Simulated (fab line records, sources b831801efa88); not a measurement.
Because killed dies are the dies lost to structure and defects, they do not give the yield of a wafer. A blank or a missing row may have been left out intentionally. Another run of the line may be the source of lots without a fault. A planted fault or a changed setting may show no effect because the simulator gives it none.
Struck lot and sound lot, side by side	flow sky130	21 steps out of a route of 708
Sound: wafers L967.1, L967.2, L967.5. Struck: wafer L980.1; the same lot's L980.3 was not struck, so it is left out; see the end for the cause.
Per side, at each step with rows, come the tool, then ch with its chambers, and then its first start. Under that, the readings that differ: sound wafers	struck wafers	difference of the means	sigmas: that difference in standard deviations of wafers without a fault.
alike: same words and numbers on both sides, and readings whose means sit less than 2 such deviations apart. not compared: any withheld reading, any reading some wafer has no value for, any bound like >300 that may hide the same value, and any number with overlapping values for which the record gives no deviation.
Wherever a step has rows on one side only, a row that says differs or no value, or a row with sigmas, the two part there. Numbers that have no deviation but don't overlap get no sigmas and don't part them. Lack of a reading on every wafer of one side parts them only where that side has two or more wafers.

SKY_METAL3_SPUTTER_00: material Ti, target thk 15 nm, time 10 s.
  sound on pvd sputter-02 at day 38 16:07; struck on pvd sputter-03 at day 41 09:45
  alike: chamber pressure pa, throttle valve pct
SKY_METAL3_SPUTTER_01: material TiN, target thk 20 nm, time 16.7 s.
  sound on pvd sputter-02 at day 38 16:08; struck on pvd sputter-03 at day 41 09:46
  alike: chamber pressure pa, throttle valve pct
SKY_METAL3_SPUTTER_02: material AlCu, target thk 735 nm, time 39.1 s.
  sound on pvd sputter-02 at day 38 16:10; struck on pvd sputter-03 at day 41 09:48
  alike: chamber pressure pa, throttle valve pct
then, 2 steps without rows for these wafers: SKY_METAL3_SPUTTER_03 (material Ti, target thk 5 nm, time 3.3 s); SKY_METAL3_SPUTTER_04 (material TiN, target thk 70 nm, time 58.3 s).
SKY_CAPM_CVD_00: deposits SiO2, target thk 15.5 nm.
  sound on pecvd-04 ch 1,2, day 38 16:17; struck on pecvd-02 ch 1, day 41 09:54
  alike: heater power w, rf fwd power W
SKY_CAPM_THK_MEAS_01:
  sound on film metro-02 at day 38 16:18; struck on film metro-04 at day 41 09:55
  alike: CAPM_CVD_00_THK
SKY_CAPM_SPUTTER_02: material TiN, target thk 200 nm, time 166.7 s.
  sound on pvd sputter-03 at day 38 16:22; struck on pvd sputter-04 at day 41 09:59
  alike: chamber pressure pa, throttle valve pct
SKY_CAPM_RS_MEAS_03: the measuring method here is four-point-probe.
  sound on film metro-04 at day 38 16:32; struck on film metro-03 at day 41 10:05
reading	sound	struck	difference	sigmas
CAPM_TIN_RS (ohm/sq)	6.88 6.92 6.81	6.72	-0.15	-2
SKY_CAPM_THK_MEAS_04: measures by xrf.
  sound on film metro-04 at day 38 16:39; struck on film metro-03 at day 41 10:13
reading	sound	struck	difference	sigmas
CAPM_TIN_THK (nm)	202.3 202.8 205.8	210.2	+6.6	+3
then, 2 steps without rows for these wafers: SKY_CAPM_DEHYDRATE_05 (time 60 s); SKY_CAPM_HMDS_06 (prime time 60 s).
SKY_CAPM_COAT_07: resist thk 1140 nm.
  sound on litho track-03 ch 0, day 39 04:38; struck on litho track-01 ch 0, day 41 21:41
reading	sound	struck	difference	sigmas
model.NOVOLAK_of_CAPM_COAT_07.thk nm (nm)	1139 1135 1138	1017	-120	
then, 4 steps without rows for these wafers: SKY_CAPM_SOFTBAKE_08 (time 60 s); SKY_CAPM_EXPOSE_09 (exposes mask CAPM, target cd 1000 nm); SKY_CAPM_PEB_10; SKY_CAPM_DEVELOP_11 (develop time 60 s).
SKY_CAPM_OVL_MEAS_12:
  sound on overlay-02 at day 39 17:22; struck on overlay-02 at day 42 09:02
  alike: CAPM_OVL
SKY_CAPM_METAL_ETCH_13: etches TiN in Cl2/BCl3, stops on SiO2, target depth 220 nm, time 62.9 s.
  sound on rie metal-01 ch 0,1, day 39 17:25; struck on rie metal-03 ch 0, day 42 09:05
reading	sound	struck	difference	sigmas
model.NOVOLAK_of_CAPM_COAT_07.thk nm (nm)	990.5 988.6 990.7	869.7	-120.2	
model.CAPM.cd nm (nm)	996.2 995.4 993.5	991.2	-3.8	
  alike: bcl3 flow sccm, chamber pressure mTorr, drypump motor current A, oes product au, rf fwd power W, throttle valve pct
  not compared: rf hours counter h
SKY_CAPM_STRIP_14: strips in O2/N2.
  sound on plasma asher-01 ch 0,1, day 39 17:29; struck on plasma asher-04 ch 0, day 42 09:14
reading	sound	struck	difference	sigmas
drypump motor current A (A)	5.1 5.6 5.2	6.1	+0.8	+2
oes product au (a.u.)	0.707 0.711 0.711	0.697	-0.013	-3
strip time to endpoint s (s)	12.63 12.61 12.62	11.22	-1.40	-33
  alike: chamber pressure mTorr
  not compared: rf hours counter h
then, 1 step without rows for these wafers: SKY_CAPM_STRIP_15 (strips in post etch residue remover, time 1200 s).

WHERE THEY PART
Earliest at SKY_CAPM_RS_MEAS_03; latest, in this record, at SKY_CAPM_STRIP_14.

WHY: the cause the simulator had injected
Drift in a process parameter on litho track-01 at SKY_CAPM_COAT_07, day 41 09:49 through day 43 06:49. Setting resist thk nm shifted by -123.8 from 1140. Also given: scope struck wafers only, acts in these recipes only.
